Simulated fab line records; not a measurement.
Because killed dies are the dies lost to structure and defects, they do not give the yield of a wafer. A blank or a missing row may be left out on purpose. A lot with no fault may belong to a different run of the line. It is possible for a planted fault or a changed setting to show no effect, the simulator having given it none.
One fault seen from 2 desks -- flow gf180mcu -- each desk has only its own numbers; what lay behind them comes last

## FOR THE TOOL OWNER'S DESK: litho track-02
The tool's own readings at GF_CONTACT_SOFTBAKE_10 (time 60 s): means of the sampled wafers that have a number, for each lot that ran on this tool. Marked OUT: a lot whose mean sits more than 4 standard deviations from the usual mean, which makes it out of limits; the brackets give that distance.
Columns: A = heater power total W at GF_CONTACT_SOFTBAKE_10, usual 93.05 W; B = resist line temp C at GF_CONTACT_SOFTBAKE_10, usual 23.01 C; C = run length s at GF_CONTACT_SOFTBAKE_10, usual 89.09 s
lot,first seen here,A,B,C
L192,day 15 22:00,92.98,22.84,89.10
L206,day 21 02:00,129.83 (+99 or more) OUT,23.08,49.61 (-99 or more) OUT
L208,day 21 17:00,129.71 (+99 or more) OUT,23.01,49.53 (-99 or more) OUT
This desk's finding: out of limits on L206, L208; first on L206, day 21 02:00 (heater power total W at GF_CONTACT_SOFTBAKE_10). L192 stayed within limits.

## AT THE METROLOGY DESK
Lot by lot, what the gauges showed, no matter which tool ran the lot: averages of those sampled wafers that carry a number. Marked OUT: a lot whose mean sits more than 4 standard deviations from the usual mean, which makes it out of limits; the brackets give that distance.
Columns: A = CONTACT_BOW at GF_CONTACT_BOW_MEAS_05, usual 65 um; B = cd nm at GF_CONTACT_CD_MEAS_14, usual 220.0 nm
lot,first seen here,A,B
L191,day 15 01:46,62,218.9
L192,day 15 10:56,61,219.2
L194,day 16 00:43,68,219.6
L196,day 16 21:32,70,221.1
L197,day 17 08:25,67,220.4
L198,day 18 02:27,69,222.3
L206,day 20 14:13,65,200.3 (-13) OUT
L208,day 21 05:43,71,201.0 (-13) OUT
L209,day 21 12:28,70,222.0
L211,day 22 10:06,65,221.7
L213,day 22 20:49,63,219.1
L214,day 23 03:44,65,220.7
This desk's finding: out of limits on L206, L208; first on L206, day 21 14:17 (cd nm at GF_CONTACT_CD_MEAS_14). L191, L192, L194, L196, L197, L198, L209, L211, L213, L214 stayed within limits.

## BROUGHT TOGETHER
An alarm could have come from the tool owner's desk at day 21 02:00, on L206, L208.
L206, L208 would have let the metrology desk raise an alarm at day 21 14:17.
Of the lots named, all ran GF_CONTACT_SOFTBAKE_10 on litho track-02.

## WHAT HAD BEEN PUT IN BY THE SIMULATOR
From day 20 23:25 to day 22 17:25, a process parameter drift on litho track-02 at GF_CONTACT_SOFTBAKE_10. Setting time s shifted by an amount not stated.
Struck lots among those shown: L206, L208.
Time in hours from fault onset to the first out-of-limits reading at each desk: tool owner's desk 3, metrology desk 15.
